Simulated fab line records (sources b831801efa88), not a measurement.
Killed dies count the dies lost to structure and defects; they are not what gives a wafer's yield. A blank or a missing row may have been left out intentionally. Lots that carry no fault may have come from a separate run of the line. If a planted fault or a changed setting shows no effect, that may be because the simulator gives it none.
Which of the tools did it? | flow sky130 | 11 lots, 33 wafers sampled, at 5 steps of a route of 708

WHAT THE GAUGES READ, wafer by wafer
SKY_VT_ADJUST_PCH_TW_MEAS_10.
lot  | measured     | on           | VT_ADJUST_PCH_TW
L767 | day 11 00:52 | filmMetro-02 | 144.2 145.0 144.7
L769 | day 11 07:58 | filmMetro-02 | 144.7 145.0 143.9
L774 | day 12 17:32 | filmMetro-02 | 143.6 143.8 143.4
L780 | day 14 20:04 | filmMetro-01 | 142.4 143.6 143.0
L782 | day 15 09:27 | filmMetro-01 | 143.6 143.0 143.5
L783 | day 15 21:32 | filmMetro-01 | 142.7 144.1 143.0
L784 | day 16 02:04 | filmMetro-01 | 142.7 142.7 143.0
L785 | day 16 09:16 | filmMetro-02 | 144.3 144.4 144.5
L786 | day 16 16:42 | filmMetro-01 | 143.1 143.3 142.9
L787 | day 17 03:32 | filmMetro-03 | 141.6 142.1 141.3
L789 | day 17 17:32 | filmMetro-02 | 145.2 145.3 145.1

SKY_SONOS_ONO_THK_MEAS_05.
lot  | measured     | on           | SONOS_ONO_CVD_04_THK (nm)
L767 | day 12 06:56 | filmMetro-01 | 5.21 5.19 5.21
L769 | day 12 15:10 | filmMetro-01 | 5.16 5.06 5.06
L774 | day 14 04:10 | filmMetro-01 | 5.28 5.22 5.23
L780 | day 17 03:26 | filmMetro-01 | 5.01 5.00 4.93
L782 | day 17 04:37 | filmMetro-04 | 5.03 5.08 5.00
L783 | day 17 08:47 | filmMetro-01 | 5.04 5.05 5.03
L784 | day 17 08:46 | filmMetro-04 | 5.14 5.09 5.15
L785 | day 17 16:04 | filmMetro-04 | 5.14 5.15 5.15
L786 | day 18 01:28 | filmMetro-02 | 5.09 4.99 5.05
L787 | day 18 14:04 | filmMetro-01 | 4.96 5.04 5.07
L789 | day 19 04:23 | filmMetro-02 | 5.06 5.04 5.13

SKY_POLY_GATE_THK_MEAS_01.
lot  | measured     | on           | POLY_GATE_CVD_00_THK (nm)
L767 | day 14 14:28 | filmMetro-03 | 180.6 179.4 177.7
L769 | day 15 05:34 | filmMetro-03 | 177.4 177.9 176.8
L774 | day 16 17:55 | filmMetro-01 | 152.4 153.9 153.4
L780 | day 19 20:03 | filmMetro-02 | 182.7 183.3 183.5
L782 | day 19 22:15 | filmMetro-03 | 182.0 183.7 183.2
L783 | day 20 04:50 | filmMetro-03 | 178.2 178.5 179.2
L784 | day 20 04:50 | filmMetro-01 | 183.2 182.8 181.5
L785 | day 20 10:55 | filmMetro-03 | 181.8 178.6 179.2
L786 | day 20 20:35 | filmMetro-03 | 180.1 178.3 178.6
L787 | day 21 08:41 | filmMetro-03 | 179.9 181.4 181.3
L789 | day 21 21:20 | filmMetro-03 | 179.1 176.8 178.7

SKY_POLY_GATE_CD_MEAS_13 targets a cd of 150 nm.
lot  | measured     | on       | cdNm (nm)
L767 | day 16 21:32 | cdSem-02 | 151.0 151.4 151.2
L769 | day 18 08:17 | cdSem-02 | 148.5 149.9 149.3
L774 | day 19 07:16 | cdSem-01 | 149.8 150.6 150.6
L780 | day 22 10:55 | cdSem-01 | 152.3 150.3 151.9
L782 | day 22 14:16 | cdSem-01 | 148.4 148.7 148.8
L783 | day 22 19:19 | cdSem-01 | 152.3 153.0 151.8
L784 | day 22 19:13 | cdSem-02 | 150.3 151.0 151.2
L785 | day 23 01:02 | cdSem-02 | 149.4 149.0 149.3
L786 | day 23 11:01 | cdSem-01 | 149.1 148.6 149.9
L787 | day 23 23:52 | cdSem-02 | 147.4 147.7 147.3
L789 | day 24 11:42 | cdSem-02 | 150.5 150.0 149.7

WHICH TOOL RAN EACH LOT (tool, then ch and the chambers of the sampled wafers, then the start)
lot  | SKY_POLY_GATE_CVD_00
L767 | lpcvd-01 ch 0, day 14 13:15
L769 | lpcvd-01 ch 1, day 15 04:22
L774 | lpcvd-01 ch 0, day 16 16:07
L780 | lpcvd-01 ch 0, day 19 18:50
L782 | lpcvd-01 ch 0, day 19 21:02
L783 | lpcvd-01 ch 0, day 20 03:01
L784 | lpcvd-01 ch 0, day 20 03:01
L785 | lpcvd-01 ch 1, day 20 09:41
L786 | lpcvd-01 ch 0, day 20 19:23
L787 | lpcvd-01 ch 0, day 21 07:29
L789 | lpcvd-01 ch 1, day 21 20:08
- SKY_POLY_GATE_CVD_00: deposits poly-Si, target thk 180 nm, time 720 s.

AS READ BY THE TOOLS THEMSELVES (means over the sampled wafers that have a number; for cases with no such wafer, the mark the record gives instead)
SKY_POLY_GATE_CVD_00.
lot  | tool     | spikeTcBottomC (C) | spikeTcCentreC (C) | spikeTcLowerC (C) | spikeTcUpperC (C) | susceptorTempC (C)
L767 | lpcvd-01 | 641.0              | 622.1              | 619.6             | 618.4             | 620.19
L769 | lpcvd-01 | 641.6              | 620.7              | 619.6             | 620.8             | 619.51
L774 | lpcvd-01 | 634.0              | 614.7              | 611.9             | 611.1             | 612.17
L780 | lpcvd-01 | 641.1              | 622.4              | 619.5             | 618.8             | 619.83
L782 | lpcvd-01 | 642.1              | 622.3              | 619.9             | 618.9             | 619.81
L783 | lpcvd-01 | 641.4              | 622.7              | 620.6             | 618.8             | 619.78
L784 | lpcvd-01 | 641.8              | 621.1              | 621.2             | 618.5             | 619.83
L785 | lpcvd-01 | 640.8              | 620.6              | 620.5             | 620.1             | 620.09
L786 | lpcvd-01 | 641.8              | 622.3              | 620.8             | 618.2             | 620.00
L787 | lpcvd-01 | 640.5              | 622.8              | 619.9             | 619.9             | 620.16
L789 | lpcvd-01 | 641.6              | 619.9              | 620.5             | 619.6             | 620.19

THE ANSWER, worked out from the rows above alone
Rule: the usual values come from the lots themselves. The widest of any qualifying gaps counts: lots, ordered by their means at a reading, are off when they make up no more than a third of the lots, leave a main group of 4 or more, and stand apart from it by 3 or more times the standard deviation of that group's means. Not used: any main group whose means are identical at the precision the tables above print for the reading. Also off: a lot with no number at a reading for which 4 or more lots have one. All remaining lots with rows at the step are treated as sound. Order of review: gauges by route order, followed by the tools' own readings, for which a lot's mean as printed above is used. At the first step where some lot is off, the reading lying furthest off is the one used; lots without a number count as furthest.
Off: L774, seen at SKY_POLY_GATE_THK_MEAS_01 (POLY_GATE_CVD_00_THK). For the main group the mean is 180.2 nm and the standard deviation 2.
A tool fits if, at a process step before that reading, it ran every lot that is off, and no sound lot after the first of them. Not tried: the gauges at SKY_POLY_GATE_THK_MEAS_01; whatever is off there is also off at SKY_POLY_GATE_CVD_00, on other tools, and gauge error can't account for it. Not one of the candidates tried fits.

WHAT HAD BEEN PUT IN BY THE SIMULATOR
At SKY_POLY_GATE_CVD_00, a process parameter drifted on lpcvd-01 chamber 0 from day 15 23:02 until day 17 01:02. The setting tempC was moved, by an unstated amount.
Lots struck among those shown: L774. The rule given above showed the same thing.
